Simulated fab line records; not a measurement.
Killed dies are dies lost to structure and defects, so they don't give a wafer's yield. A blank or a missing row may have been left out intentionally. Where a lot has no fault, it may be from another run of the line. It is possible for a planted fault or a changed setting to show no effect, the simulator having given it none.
Split-lot experiment / flow gf180mcu / 5 lots, 23 wafers read, on a route of 602 steps

## THE SPLIT ITSELF
At GF_VT_IMPLANT_IMPLANT_19, the setting energy-kev was moved away from the recipe's 100 on 10 of the 23 wafers read, by -5.9% to +6.1%. All remaining wafers had this setting at the recipe value.

## BETWEEN THE SPLIT AND THE READING: the file shows 1 step in between
- GF_VT_IMPLANT_STRIP_20: strips in O2/N2

## THE READING
VT_IMPLANT_2_TW, at GF_VT_IMPLANT_TW_MEAS_21. On this fab line, fault-free wafers typically give 1223 with a standard deviation of 8.7.

wafer=L074.2; tool, chamber at the split=implanter-01, 0; energy-kev as run=106.1; against the recipe=+6.1%; VT_IMPLANT_2_TW=1254; against lot-mates on the recipe=+20
wafer=L074.3; tool, chamber at the split=implanter-01, 0; energy-kev as run=106.1; against the recipe=+6.1%; VT_IMPLANT_2_TW=1250; against lot-mates on the recipe=+16
wafer=L074.4; tool, chamber at the split=implanter-01, 0; energy-kev as run=100; against the recipe=recipe; VT_IMPLANT_2_TW=1240; against lot-mates on the recipe=-
wafer=L074.5; tool, chamber at the split=implanter-01, 0; energy-kev as run=100; against the recipe=recipe; VT_IMPLANT_2_TW=1227; against lot-mates on the recipe=-
wafer=L074.6; tool, chamber at the split=implanter-01, 0; energy-kev as run=106.1; against the recipe=+6.1%; VT_IMPLANT_2_TW=1249; against lot-mates on the recipe=+16
wafer=L076.1; tool, chamber at the split=implanter-02, 0; energy-kev as run=100; against the recipe=recipe; VT_IMPLANT_2_TW=1225; against lot-mates on the recipe=-
wafer=L076.3; tool, chamber at the split=implanter-02, 0; energy-kev as run=100; against the recipe=recipe; VT_IMPLANT_2_TW=1227; against lot-mates on the recipe=-
wafer=L076.6; tool, chamber at the split=implanter-02, 0; energy-kev as run=100; against the recipe=recipe; VT_IMPLANT_2_TW=1228; against lot-mates on the recipe=-
wafer=L077.1; tool, chamber at the split=implanter-01, 0; energy-kev as run=100; against the recipe=recipe; VT_IMPLANT_2_TW=1218; against lot-mates on the recipe=-
wafer=L077.2; tool, chamber at the split=implanter-01, 0; energy-kev as run=103.1; against the recipe=+3.1%; VT_IMPLANT_2_TW=1222; against lot-mates on the recipe=+9
wafer=L077.4; tool, chamber at the split=implanter-01, 0; energy-kev as run=100; against the recipe=recipe; VT_IMPLANT_2_TW=1210; against lot-mates on the recipe=-
wafer=L077.5; tool, chamber at the split=implanter-01, 0; energy-kev as run=103.1; against the recipe=+3.1%; VT_IMPLANT_2_TW=1210; against lot-mates on the recipe=-3
wafer=L077.6; tool, chamber at the split=implanter-01, 0; energy-kev as run=100; against the recipe=recipe; VT_IMPLANT_2_TW=1212; against lot-mates on the recipe=-
wafer=L079.2; tool, chamber at the split=implanter-01, 0; energy-kev as run=100; against the recipe=recipe; VT_IMPLANT_2_TW=1227; against lot-mates on the recipe=-
wafer=L079.3; tool, chamber at the split=implanter-01, 0; energy-kev as run=100; against the recipe=recipe; VT_IMPLANT_2_TW=1220; against lot-mates on the recipe=-
wafer=L079.4; tool, chamber at the split=implanter-01, 0; energy-kev as run=104.3; against the recipe=+4.3%; VT_IMPLANT_2_TW=1238; against lot-mates on the recipe=+12
wafer=L079.5; tool, chamber at the split=implanter-01, 0; energy-kev as run=104.3; against the recipe=+4.3%; VT_IMPLANT_2_TW=1246; against lot-mates on the recipe=+20
wafer=L079.6; tool, chamber at the split=implanter-01, 0; energy-kev as run=100; against the recipe=recipe; VT_IMPLANT_2_TW=1232; against lot-mates on the recipe=-
wafer=L083.1; tool, chamber at the split=implanter-03, 0; energy-kev as run=94.07; against the recipe=-5.9%; VT_IMPLANT_2_TW=1190; against lot-mates on the recipe=-24
wafer=L083.2; tool, chamber at the split=implanter-03, 0; energy-kev as run=100; against the recipe=recipe; VT_IMPLANT_2_TW=1213; against lot-mates on the recipe=-
wafer=L083.3; tool, chamber at the split=implanter-03, 0; energy-kev as run=100; against the recipe=recipe; VT_IMPLANT_2_TW=1215; against lot-mates on the recipe=-
wafer=L083.4; tool, chamber at the split=implanter-03, 0; energy-kev as run=94.07; against the recipe=-5.9%; VT_IMPLANT_2_TW=1191; against lot-mates on the recipe=-23
wafer=L083.5; tool, chamber at the split=implanter-03, 0; energy-kev as run=94.07; against the recipe=-5.9%; VT_IMPLANT_2_TW=1195; against lot-mates on the recipe=-19

THE FIT
A straight line over all 23 wafers: VT_IMPLANT_2_TW changes by +4.47 for each +1% of energy-kev; r = +0.86; the points scatter about the line by 9.4.
The same after taking each lot's own level away (the mean of its wafers on the recipe; 23 wafers): +3.22 for each +1%; r = +0.93; scatter 4.6.
That fit puts the effect of the largest move of energy-kev on the reading at 20.
The lots' own levels span 1213.3 to 1233.5, that is 2.3 times the standard deviation above.
Thus the slope moves with the lot-to-lot level: the two fits are different.
Check: +18.1 against its lot-mates is what the line predicts for one of the wafers moved furthest among these (+6.1%) when that wafer is left out of the fit. Against them it came out at +20.5.

## FURTHER SPLITS ON THESE WAFERS
Before the reading, these wafers also passed through other splits. Each is held against what the fit with the lots' levels taken away leaves over:
other split on the same wafers=GF_STI_COAT_07 resist-thk-nm; wafers away from the commonest value=8; r with VT_IMPLANT_2_TW (lot level and that fit taken away)=-0.05
other split on the same wafers=GF_STI_PEB_10 peb-time-s; wafers away from the commonest value=2; r with VT_IMPLANT_2_TW (lot level and that fit taken away)=+0.21
other split on the same wafers=GF_STI_WET_ETCH_26 temp-c; wafers away from the commonest value=18; r with VT_IMPLANT_2_TW (lot level and that fit taken away)=+0.21
other split on the same wafers=GF_DNWELL_COAT_02 resist-thk-nm; wafers away from the commonest value=10; r with VT_IMPLANT_2_TW (lot level and that fit taken away)=-0.15
other split on the same wafers=GF_LVPWELL_COAT_02 spin-rpm; wafers away from the commonest value=7; r with VT_IMPLANT_2_TW (lot level and that fit taken away)=+0.10
other split on the same wafers=GF_LVPWELL_IMPLANT_09 energy-kev; wafers away from the commonest value=6; r with VT_IMPLANT_2_TW (lot level and that fit taken away)=-0.29
other split on the same wafers=GF_MVSD_COAT_02 spin-rpm; wafers away from the commonest value=6; r with VT_IMPLANT_2_TW (lot level and that fit taken away)=+0.38
other split on the same wafers=GF_MVPSD_STRIP_10 pressure-mtorr; wafers away from the commonest value=15; r with VT_IMPLANT_2_TW (lot level and that fit taken away)=+0.13

## THE WHOLE CHAIN: every reading that the file lists as answering this split, in the file's order
step=GF_VT_IMPLANT_IMPLANT_19; what it does=; reading=implant.rp-nm (the simulator's own value, which no gauge read); change (the file's fit)=+0.524 nm for each +1% of the setting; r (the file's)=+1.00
step=GF_VT_IMPLANT_IMPLANT_19; what it does=; reading=implant.drp-nm (the simulator's own value, which no gauge read); change (the file's fit)=+0.197 nm for each +1% of the setting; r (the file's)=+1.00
step=GF_VT_IMPLANT_TW_MEAS_21; what it does=; reading=VT_IMPLANT_2_TW; change (the file's fit)=+3.17 for each +1% of the setting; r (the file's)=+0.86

## FILE'S OWN FIT
VT_IMPLANT_2_TW changes by +3.17 for each +1% of energy-kev, r = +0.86.
